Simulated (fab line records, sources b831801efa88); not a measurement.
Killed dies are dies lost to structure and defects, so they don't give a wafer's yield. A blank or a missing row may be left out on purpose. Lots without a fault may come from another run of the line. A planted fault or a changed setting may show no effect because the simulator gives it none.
Problem report in the 8D (eight disciplines) form, filled by code | flow gf180mcu | the parts of the form that need people (team, actions taken, sign-off) are left out

1. THE PROBLEM
oes_product_au at GF_POLY_GATE_ETCH_13 reads a mean of 0.272 a.u. on 6 wafers of 2 lots; wafers without a fault read 0.991 a.u. with a standard deviation of 0.0086. That is -84 standard deviations from the usual mean.
The step: etches poly-Si in HBr/Cl2, stops on SiO2, target depth 198.5 nm, time 69.6 s.
First seen on wafer L908.1, day 11 13:04, on rie_si-01. The record holds 42 wafers of 14 lots with a number at this step. Rule for "out", or "out of limits": more than 4 standard deviations from the usual mean. The other wafers with a number count as sound.

2. WHAT IT IS AND WHAT IT IS NOT
question                    | is                     | is not
which readings at this step | oes_product_au         | HBr_flow_sccm, bias_w, drypump_motor_current_A, throttle_valve_pct
which lots                  | L908, L909             | L900, L901, L902, L904, L911, L915, L916, L918, L919, L920, L921, L922
which wafers of those lots  | all that have a number | -
read on which tools         | rie_si-01, rie_si-02   | -
when                        | from day 11 13:04      | up to then (12 sound wafers); but 24 sound wafers of L911, L915, L916, L918, L919, L920, L921, L922 came after

3. SUSPECTS, AND WHAT RULES EACH OUT
Counting: a tool at a process step up to the reading stays a suspect if it ran every lot that is out and no sound lot after the first of them.
- rie_diel-03 at GF_POLY_GATE_ETCH_12 (etches BARC in N2/H2): ruled out as a lasting fault. Sound lots L915, L916, L920 ran on it after its first lot that is out, L908 (day 11 13:01).
Left after counting: nothing in the record.

4. THE CAUSE (what the simulator had put in)
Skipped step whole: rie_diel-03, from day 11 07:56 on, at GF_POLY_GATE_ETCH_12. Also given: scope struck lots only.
Counting ruled it out, wrongly: the rule takes a fault to strike every lot that its tool runs from its start on, and this one did not.

5. THE CHAIN OF EFFECTS, in route order
Each row: a reading whose mean over the struck wafers that have a number lies more than 3 standard deviations from the usual. Only readings for which the record gives a usual standard deviation are gone through. hours: the time from each lot's start at the first step in this table that gives one to its start at this step, as a median over the lots. sigmas: the change in usual standard deviations.
hours | step                  | reading        | usual      | on struck wafers | change | sigmas
0     | GF_POLY_GATE_ETCH_13  | oes_product_au | 0.991 a.u. | 0.272            | -0.719 | -84
0     | GF_POLY_GATE_STRIP_14 | oes_product_au | 0.506 a.u. | 0.529            | +0.023 | +4.8
The process steps in it:
- GF_POLY_GATE_ETCH_13: etches poly-Si in HBr/Cl2, stops on SiO2, target depth 198.5 nm, time 69.6 s.
- GF_POLY_GATE_STRIP_14: strips in O2/N2.
Readings that are blank on the struck wafers while sound wafers have them: bias_w at GF_POLY_GATE_ETCH_12; chamber_pressure_mTorr at GF_POLY_GATE_ETCH_12; drypump_motor_current_A at GF_POLY_GATE_ETCH_12; oes_product_au at GF_POLY_GATE_ETCH_12; throttle_valve_pct at GF_POLY_GATE_ETCH_12; cd_nm at GF_POLY_GATE_CD_MEAS_18.

6. WHAT WOULD HAVE CAUGHT IT SOONER
In this record the first reading out of limits was taken at day 11 13:04, 5 hours after the fault began at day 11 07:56.
At GF_POLY_GATE_ETCH_12 the tool's readings are blank on the struck wafers, where sound wafers have them: an empty tool record is the first sign, and it was there at once.
